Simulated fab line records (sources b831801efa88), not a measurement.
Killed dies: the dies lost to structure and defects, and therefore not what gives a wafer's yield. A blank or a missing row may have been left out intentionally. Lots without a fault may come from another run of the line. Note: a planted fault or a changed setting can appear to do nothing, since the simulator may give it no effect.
The same fault as seen by 2 desks / flow gf180mcu / what lay behind the numbers comes last; until then each desk has only its own

== THE TOOL OWNER'S DESK: implanter-02 ==
GF_HV_LDD_IMPLANT_21, tool's own readings: per-lot mean of the sampled wafers with a number, covering each lot this tool ran. Marked OUT: a lot whose mean sits more than 4 standard deviations from the usual mean, which makes it out of limits; the brackets give that distance.
Columns: A = dose_ions_cm2 at GF_HV_LDD_IMPLANT_21, usual 5.001e+13; B = faraday_current_uA at GF_HV_LDD_IMPLANT_21, usual 283
lot=L924; first seen here=day 11 13:36; A=5.006e+13; B=283
lot=L925; first seen here=day 12 04:22; A=5.006e+13; B=281
lot=L926; first seen here=day 12 16:32; A=4.997e+13; B=283
lot=L932; first seen here=day 14 08:02; A=5.001e+13; B=288
lot=L934; first seen here=day 14 20:35; A=3.866e+13 (-99 or more) OUT; B=220 (-13) OUT
lot=L936; first seen here=day 15 09:28; A=3.868e+13 (-99 or more) OUT; B=219 (-13) OUT
lot=L937; first seen here=day 15 17:22; A=3.863e+13 (-99 or more) OUT; B=218 (-13) OUT
lot=L944; first seen here=day 18 01:10; A=4.998e+13; B=288
This desk finds L934, L936, L937 out of limits, L934 being first, at day 14 20:35 (dose_ions_cm2 at GF_HV_LDD_IMPLANT_21). L924, L925, L926, L932, L944 stayed within limits.

== THE METROLOGY DESK ==
Lot by lot, what the gauges showed, no matter which tool ran the lot: averages of those sampled wafers that carry a number. Marked OUT: a lot whose mean sits more than 4 standard deviations from the usual mean, which makes it out of limits; the brackets give that distance.
Columns: A = cd_nm at GF_POLY_GATE_CD_MEAS_10, usual 280.0 nm; B = HV_LDD_2_TW at GF_HV_LDD_TW_MEAS_23, usual 1051; C = NSD_RS at GF_PSD_RS_MEAS_14, usual 46.09 ohm/sq
lot=L921; first seen here=day 8 23:55; A=280.3; B=1054; C=46.22
lot=L924; first seen here=day 9 22:14; A=280.3; B=1044; C=46.13
lot=L925; first seen here=day 10 12:14; A=280.7; B=1052; C=46.12
lot=L926; first seen here=day 10 23:30; A=279.2; B=1052; C=46.02
lot=L929; first seen here=day 11 14:41; A=280.0; B=1050; C=46.10
lot=L930; first seen here=day 12 00:04; A=279.1; B=1050; C=46.09
lot=L931; first seen here=day 12 04:20; A=280.6; B=1050; C=45.98
lot=L932; first seen here=day 12 11:50; A=279.8; B=1049; C=46.12
lot=L934; first seen here=day 13 01:13; A=282.3; B=973 (-15) OUT; C=46.12
lot=L936; first seen here=day 13 13:50; A=278.2; B=980 (-13) OUT; C=46.22
lot=L937; first seen here=day 13 20:55; A=279.7; B=965 (-16) OUT; C=46.11
lot=L938; first seen here=day 14 04:35; A=278.8; B=1051; C=46.03
lot=L944; first seen here=day 16 01:10; A=279.5; B=1052; C=46.11
This desk reports L934, L936, L937 out of limits; the earliest was L934 at day 14 20:50 (HV_LDD_2_TW at GF_HV_LDD_TW_MEAS_23). L921, L924, L925, L926, L929, L930, L931, L932, L938, L944 stayed within limits.

== ALL TOGETHER ==
An alarm could have come from the tool owner's desk at day 14 20:35, on L934, L936, L937.
L934, L936, L937 would have let the metrology desk raise an alarm at day 14 20:50.
The lots listed all ran GF_HV_LDD_IMPLANT_21 on implanter-02.

== WHAT THE SIMULATOR HAD PUT IN ==
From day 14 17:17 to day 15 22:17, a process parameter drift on implanter-02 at GF_HV_LDD_IMPLANT_21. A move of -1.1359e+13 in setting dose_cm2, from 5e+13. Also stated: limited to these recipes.
Shown lots that were struck: L934, L936, L937.
Delay (hours) between the fault's onset and each desk's first out-of-limits reading: 3 at the tool owner's desk, 4 at the metrology desk.
